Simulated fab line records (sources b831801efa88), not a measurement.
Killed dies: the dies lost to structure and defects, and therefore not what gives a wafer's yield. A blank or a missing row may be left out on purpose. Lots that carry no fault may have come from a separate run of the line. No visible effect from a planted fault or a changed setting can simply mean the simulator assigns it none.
Split-lot experiment | flow sky130 | 23 wafers read from 5 lots, route of 708 steps

ON THE SPLIT
At SKY_LI_CONTACT_HDPCVD_00 (deposits PSG, target thk 930 nm, time 155 s), the setting sih4FlowSccm was moved away from the recipe's 60 sccm on 9 of the 23 wafers read, by -8.4% to +8.4%. All remaining wafers had this setting at the recipe value.

There is no step in the file separating the split from the reading.

THE READING
LI_CONTACT_HDPCVD_THK at SKY_LI_CONTACT_THK_MEAS_01, in nm. Fault-free wafers of this fab line usually give 930 nm, standard deviation 7.9 nm.

wafer  | tool, chamber at the split | sih4FlowSccm as run, sccm | against the recipe | LI_CONTACT_HDPCVD_THK, nm | against lot-mates on the recipe
L074.1 | hdpcvd-02, 2               | 60                        | recipe             | 924                       | -
L074.3 | hdpcvd-02, 1               | 60                        | recipe             | 934                       | -
L074.4 | hdpcvd-02, 0               | 54.95                     | -8.4%              | 843                       | -91
L074.5 | hdpcvd-02, 2               | 54.95                     | -8.4%              | 843                       | -91
L074.6 | hdpcvd-02, 1               | 60                        | recipe             | 944                       | -
L076.2 | hdpcvd-02, 0               | 60                        | recipe             | 934                       | -
L076.4 | hdpcvd-02, 0               | 60                        | recipe             | 932                       | -
L076.6 | hdpcvd-02, 2               | 60                        | recipe             | 928                       | -
L077.1 | hdpcvd-01, 1               | 62.86                     | +4.8%              | 960                       | +24
L077.2 | hdpcvd-01, 0               | 60                        | recipe             | 944                       | -
L077.3 | hdpcvd-01, 2               | 60                        | recipe             | 928                       | -
L077.4 | hdpcvd-01, 0               | 62.86                     | +4.8%              | 990                       | +54
L077.6 | hdpcvd-01, 1               | 62.86                     | +4.8%              | 979                       | +43
L079.1 | hdpcvd-02, 0               | 60                        | recipe             | 932                       | -
L079.2 | hdpcvd-02, 2               | 65.02                     | +8.4%              | 1004                      | +71
L079.3 | hdpcvd-02, 1               | 60                        | recipe             | 932                       | -
L079.4 | hdpcvd-02, 0               | 60                        | recipe             | 935                       | -
L079.5 | hdpcvd-02, 1               | 65.02                     | +8.4%              | 1007                      | +74
L084.2 | hdpcvd-02, 2               | 55.16                     | -8.1%              | 848                       | -79
L084.3 | hdpcvd-02, 0               | 60                        | recipe             | 931                       | -
L084.4 | hdpcvd-02, 2               | 60                        | recipe             | 926                       | -
L084.5 | hdpcvd-02, 1               | 55.16                     | -8.1%              | 841                       | -86
L084.6 | hdpcvd-02, 0               | 60                        | recipe             | 923                       | -

THE FIT
A straight line over all 23 wafers: LI_CONTACT_HDPCVD_THK changes by +9.94 nm for each +1% of sih4FlowSccm; r = +0.99; the points scatter about the line by 7.7 nm.
The same after taking each lot's own level away (the mean of its wafers on the recipe; 23 wafers): +9.67 nm for each +1%; r = +0.99; scatter 7.5 nm.
On that fit, the largest move of sih4FlowSccm shifts the reading by 81 nm.
Across the lots, their own levels run from 926.7 to 936.0 nm, a range of 1.2 times the standard deviation given above.
The two slopes are in agreement: the lot-to-lot level therefore moves the slope only a little.
Check: for one of the wafers moved furthest among these (-8.4%), held out of the fit, the line's prediction against its lot-mates is -82.5 nm. It came out at -91 nm against them.

THESE WAFERS: OTHER SPLITS
Other splits were also applied to these wafers ahead of the reading. Each is held against what the fit with the lots' levels taken away leaves over:
other split on the same wafers    | wafers away from the commonest value | r with LI_CONTACT_HDPCVD_THK (lot level and that fit taken away)
SKY_SD_P_COAT_02 resistThkNm      | 9                                    | -0.19
SKY_RES_XHIGH_COAT_02 resistThkNm | 4                                    | -0.10
SKY_RES_XHIGH_EXPOSE_04 doseMj    | 4                                    | +0.20
SKY_SD_N_SOFTBAKE_03 tempC        | 12                                   | +0.01
SKY_SD_N_IMPLANT_10 energyKev     | 10                                   | -0.15

THE WHOLE CHAIN: every reading that the file lists as answering this split, in the file's order
step                       | what it does                                | reading                                                                            | change (the file's fit)             | r (the file's)
SKY_LI_CONTACT_HDPCVD_00   | deposits PSG, target thk 930 nm, time 155 s | PSG_of_LI_CONTACT_HDPCVD_00.thkNm (the simulator's own value, which no gauge read) | +9.7 nm for each +1% of the setting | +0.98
SKY_LI_CONTACT_THK_MEAS_01 |                                             | LI_CONTACT_HDPCVD_THK                                                              | +9.73 for each +1% of the setting   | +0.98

THE FILE'S OWN FIT
LI_CONTACT_HDPCVD_THK changes by +9.73 nm for each +1% of sih4FlowSccm, r = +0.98.
